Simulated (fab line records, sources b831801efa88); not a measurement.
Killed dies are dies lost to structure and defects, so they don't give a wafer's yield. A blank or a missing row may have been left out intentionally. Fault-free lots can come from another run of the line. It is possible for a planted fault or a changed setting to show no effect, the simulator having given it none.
Which tool did it? -- flow sky130 -- 32 wafers from 11 lots sampled at 5 of the route's 708 steps

## WHAT THE GAUGES SHOWED, per wafer
SKY_CONTACT_THK_MEAS_01.
lot,measured,on,CONTACT_CVD_00_THK (nm)
L932,day 31 18:36,film-metro-02,75.9 76.0 75.9
L935,day 32 07:05,film-metro-04,76.9 76.0 77.1
L938,day 33 08:11,film-metro-04,74.4 73.3 75.3
L939,day 33 16:34,film-metro-02,75.1 76.4
L942,day 34 03:01,film-metro-04,73.0 75.0 76.0
L943,day 34 20:46,film-metro-04,76.3 77.9 76.3
L944,day 35 08:20,film-metro-02,75.3 76.0 77.1
L945,day 35 14:20,film-metro-04,60.1 76.0 76.6 60.2 76.0 76.6
L946,day 35 18:32,film-metro-04,60.6 76.6 62.1 60.6 76.5 62.0
L947,day 35 20:20,film-metro-01,73.9 74.9 76.5
L948,day 36 06:52,film-metro-02,74.8 74.4 74.7

SKY_CONTACT_THK_MEAS_03.
lot,measured,on,CONTACT_HDPCVD_THK (nm)
L932,day 31 18:44,film-metro-04,567 566 562
L935,day 32 07:13,film-metro-04,576 573 575
L938,day 33 08:18,film-metro-04,554 561 561
L939,day 33 16:42,film-metro-04,568 559
L942,day 34 03:08,film-metro-02,555 554 556
L943,day 34 20:53,film-metro-02,558 566 553
L944,day 35 08:28,film-metro-01,569 571 564
L945,day 35 16:38,film-metro-01,571 560 567
L946,day 36 00:46,film-metro-02,553 561 561
L947,day 35 20:27,film-metro-04,566 567 565
L948,day 36 06:59,film-metro-04,557 564 563

SKY_CONTACT_BOW_MEAS_05.
lot,measured,on,CONTACT_BOW (um)
L932,day 31 19:06,film-metro-02,84 76 80
L935,day 32 07:36,film-metro-04,82 88 83
L938,day 33 08:40,film-metro-01,81 76 78
L939,day 33 17:04,film-metro-04,88 80
L942,day 34 03:31,film-metro-04,72 76 74
L943,day 34 21:16,film-metro-04,78 81 85
L944,day 35 08:49,film-metro-02,88 78 82
L945,day 35 17:07,film-metro-04,84 76 95
L946,day 36 01:08,film-metro-01,81 78 83
L947,day 35 20:49,film-metro-01,74 77 70
L948,day 36 07:22,film-metro-02,73 85 86

## WHAT TOOL EACH LOT RAN ON (gives the tool, then ch and the chambers of the sampled wafers, and finally the start)
lot,SKY_LI_CONTACT_SPUTTER_19,SKY_CONTACT_CVD_00
L932,"pvd-sputter-02, day 30 12:47","pecvd-03 ch 0,1,2, day 31 18:33"
L935,"pvd-sputter-03, day 31 01:34","pecvd-03 ch 1,2, day 32 07:02"
L938,"pvd-sputter-02, day 32 00:44","pecvd-01 ch 1,2, day 33 08:08"
L939,"pvd-sputter-02, day 32 11:43","pecvd-04 ch 0,1, day 33 16:31"
L942,"pvd-sputter-03, day 32 22:43","pecvd-03 ch 0,2, day 34 02:57"
L943,"pvd-sputter-02, day 33 15:47","pecvd-03 ch 0,1,2, day 34 20:43"
L944,"pvd-sputter-03, day 34 04:11","pecvd-03 ch 1,2, day 35 08:18"
L945,"pvd-sputter-01, day 34 10:17","pecvd-03 ch 0,1,2, day 35 14:18"
L946,"pvd-sputter-01, day 34 14:26","pecvd-03 ch 0,2, day 35 18:29"
L947,"pvd-sputter-02, day 34 15:40","pecvd-01 ch 0,2, day 35 20:17"
L948,"pvd-sputter-01, day 35 02:11","pecvd-04 ch 0,2, day 36 06:49"
- SKY_LI_CONTACT_SPUTTER_19: material Ti, target thk 20 nm, time 106.37 s.
- SKY_CONTACT_CVD_00: deposits Si3N4, target thk 75 nm.

## AS READ BY THE TOOLS THEMSELVES (means over the sampled wafers that have a number; for cases with no such wafer, the mark the record gives instead)
SKY_LI_CONTACT_SPUTTER_19.
lot,tool,throttle-valve-pct (%)
L932,pvd-sputter-02,29.4
L935,pvd-sputter-03,30.2
L938,pvd-sputter-02,29.9
L939,pvd-sputter-02,29.6
L942,pvd-sputter-03,28.8
L943,pvd-sputter-02,29.6
L944,pvd-sputter-03,30.7
L945,pvd-sputter-01,30.2
L946,pvd-sputter-01,30.5
L947,pvd-sputter-02,29.7
L948,pvd-sputter-01,30.4

SKY_CONTACT_CVD_00.
lot,tool,heater-power-w (W),susceptor-temp-C (C)
L932,pecvd-03,719,399.96
L935,pecvd-03,665,400.00
L938,pecvd-01,778,400.26
L939,pecvd-04,682,399.75
L942,pecvd-03,797,399.93
L943,pecvd-03,749,400.05
L944,pecvd-03,630,399.88
L945,pecvd-03,668,400.11
L946,pecvd-03,734,400.27
L947,pecvd-01,665,399.92
L948,pecvd-04,762,400.24

## THE ANSWER, worked out from the rows above alone
Rule: what is usual is taken from the lots themselves. Put in order of their means at a reading, lots are off if they are a third of the lots or fewer, leave a main group of 4 or more, and stand apart from it by a gap of 3 or more times the standard deviation of the main group's means; of several such gaps the widest counts. A main group is skipped when, at the precision printed for the reading in the tables above, its means are all equal. Also off: a lot with no number at a reading for which 4 or more lots have one. All remaining lots with rows at the step are treated as sound. Order of review: gauges by route order, followed by the tools' own readings, for which a lot's mean as printed above is used. The first step at which some lot is off is used, and at that step the reading that is off furthest; a lot without a number counts as furthest.
Off: L945, L946, at SKY_CONTACT_THK_MEAS_01 (CONTACT_CVD_00_THK). For the main group the mean is 75.6 nm and the standard deviation 0.86.
If a tool, at a process step before that reading, ran all the lots that are off and no sound lot after the first of them, it fits. Those tools and the gauges at SKY_CONTACT_THK_MEAS_01 are tried in the same way. Undecided on this evidence; 2 tools fit (pecvd-03 at SKY_CONTACT_CVD_00, film-metro-04 at SKY_CONTACT_THK_MEAS_01).

## WHAT THE SIMULATOR HAD INSERTED
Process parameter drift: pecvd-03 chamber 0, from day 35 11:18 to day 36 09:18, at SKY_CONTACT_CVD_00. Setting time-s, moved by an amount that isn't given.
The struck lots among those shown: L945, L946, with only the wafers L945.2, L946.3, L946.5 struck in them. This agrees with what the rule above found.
